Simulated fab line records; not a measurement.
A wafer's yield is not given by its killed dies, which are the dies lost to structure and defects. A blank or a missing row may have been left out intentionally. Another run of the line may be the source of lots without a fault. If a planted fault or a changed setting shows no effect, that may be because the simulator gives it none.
Which of the tools did it? | flow sky130 | 10 lots with 30 wafers sampled at 4 steps, on a route of 708 steps

## WHAT THE GAUGES READ, wafer by wafer
SKY_LOCAL_INTERCONNECT_RS_MEAS_01: measures by four-point-probe.
lot  | measured     | on            | LOCAL_INTERCONNECT_TIN_RS (ohm/sq)
L988 | day 29 05:32 | film_metro-04 | 14.12 14.14 14.30
L990 | day 29 18:55 | film_metro-03 | 14.31 14.40 14.44
L992 | day 30 20:09 | film_metro-02 | 13.96 13.65 13.95
L994 | day 31 01:06 | film_metro-04 | 14.00 14.02 14.03
L995 | day 31 06:27 | film_metro-04 | 14.16 14.21 14.14
L102 | day 33 23:18 | film_metro-02 | 13.85 14.09 15.07
L104 | day 35 00:40 | film_metro-04 | 15.27 13.94 14.11
L105 | day 35 23:22 | film_metro-04 | 14.04 14.18 14.11
L107 | day 36 00:28 | film_metro-02 | 14.28 14.12 14.26
L109 | day 36 07:35 | film_metro-03 | 14.36 14.18 14.35

SKY_LOCAL_INTERCONNECT_THK_MEAS_02: measures by xrf.
lot  | measured     | on            | LOCAL_INTERCONNECT_TIN_THK (nm)
L988 | day 29 05:40 | film_metro-04 | 100.5 99.7 99.3
L990 | day 29 19:01 | film_metro-03 | 99.7 99.3 98.9
L992 | day 30 20:15 | film_metro-02 | 101.2 103.0 100.6
L994 | day 31 01:13 | film_metro-04 | 102.0 101.6 101.9
L995 | day 31 06:32 | film_metro-04 | 100.7 99.9 101.0
L102 | day 33 23:25 | film_metro-02 | 102.1 100.0 93.8
L104 | day 35 00:47 | film_metro-04 | 93.0 101.5 100.9
L105 | day 35 23:29 | film_metro-04 | 100.4 99.9 100.2
L107 | day 36 00:35 | film_metro-02 | 98.9 99.2 98.5
L109 | day 36 07:41 | film_metro-03 | 99.0 100.1 98.7

## EACH LOT AND THE TOOL THAT RAN IT (in order: tool; ch and the chambers of the sampled wafers; start)
lot  | SKY_LI_CONTACT_ETCH_15             | SKY_LOCAL_INTERCONNECT_SPUTTER_00
L988 | rie_diel-01 ch 0,1,3, day 29 04:20 | pvd_sputter-03, day 29 05:28
L990 | rie_diel-01 ch 0,1,3, day 29 17:43 | pvd_sputter-01, day 29 18:50
L992 | rie_diel-01 ch 0,2,3, day 30 15:46 | pvd_sputter-03, day 30 20:02
L994 | rie_diel-03 ch 0,3, day 30 23:55   | pvd_sputter-01, day 31 01:02
L995 | rie_diel-02 ch 2,3, day 31 05:11   | pvd_sputter-01, day 31 06:19
L102 | rie_diel-01 ch 0,2,3, day 33 22:07 | pvd_sputter-03, day 33 23:14
L104 | rie_diel-02 ch 0,2, day 34 23:28   | pvd_sputter-03, day 35 00:35
L105 | rie_diel-03 ch 0,1,3, day 35 22:07 | pvd_sputter-01, day 35 23:19
L107 | rie_diel-01 ch 0,3, day 35 23:16   | pvd_sputter-01, day 36 00:25
L109 | rie_diel-03 ch 0,1,2, day 36 06:22 | pvd_sputter-01, day 36 07:30
- SKY_LI_CONTACT_ETCH_15: etches PSG in C4F8/O2/Ar, stops on Si, target depth 600 nm.
- SKY_LOCAL_INTERCONNECT_SPUTTER_00: material TiN, target thk 100 nm, time 83.3 s.

## WHAT THE TOOLS THEMSELVES READ (means of the sampled wafers that have a number; where no wafer has one, the mark that the record gives instead)
SKY_LI_CONTACT_ETCH_15.
lot  | tool        | oes_product_au (a.u.)
L988 | rie_diel-01 | 0.837
L990 | rie_diel-01 | 0.839
L992 | rie_diel-01 | 0.835
L994 | rie_diel-03 | 0.839
L995 | rie_diel-02 | 0.836
L102 | rie_diel-01 | 0.836
L104 | rie_diel-02 | 0.837
L105 | rie_diel-03 | 0.839
L107 | rie_diel-01 | 0.832
L109 | rie_diel-03 | 0.836

SKY_LOCAL_INTERCONNECT_SPUTTER_00.
lot  | tool           | throttle_valve_pct (%)
L988 | pvd_sputter-03 | 30.6
L990 | pvd_sputter-01 | 29.6
L992 | pvd_sputter-03 | 29.7
L994 | pvd_sputter-01 | 29.3
L995 | pvd_sputter-01 | 29.7
L102 | pvd_sputter-03 | 31.0
L104 | pvd_sputter-03 | 30.1
L105 | pvd_sputter-01 | 28.9
L107 | pvd_sputter-01 | 28.4
L109 | pvd_sputter-01 | 30.2

## THE ANSWER, worked out from the rows above alone
Rule: usual is defined by the lots themselves. Put in order of their means at a reading, lots are off if they are a third of the lots or fewer, leave a main group of 4 or more, and stand apart from it by a gap of 3 or more times the standard deviation of the main group's means; of several such gaps the widest counts. A main group is skipped when, at the precision printed for the reading in the tables above, its means are all equal. A lot without any number at a reading at which 4 lots or more have one is off too. All remaining lots with rows at the step are treated as sound. First the gauges in route order, then the tools' own readings, where a lot's mean is used as printed above. The first step at which some lot is off is used, and at that step the reading that is off furthest; a lot without a number counts as furthest.
Across all readings shown, no lot is off: no conclusion can be drawn from this.

## WHAT THE SIMULATOR HAD PUT IN
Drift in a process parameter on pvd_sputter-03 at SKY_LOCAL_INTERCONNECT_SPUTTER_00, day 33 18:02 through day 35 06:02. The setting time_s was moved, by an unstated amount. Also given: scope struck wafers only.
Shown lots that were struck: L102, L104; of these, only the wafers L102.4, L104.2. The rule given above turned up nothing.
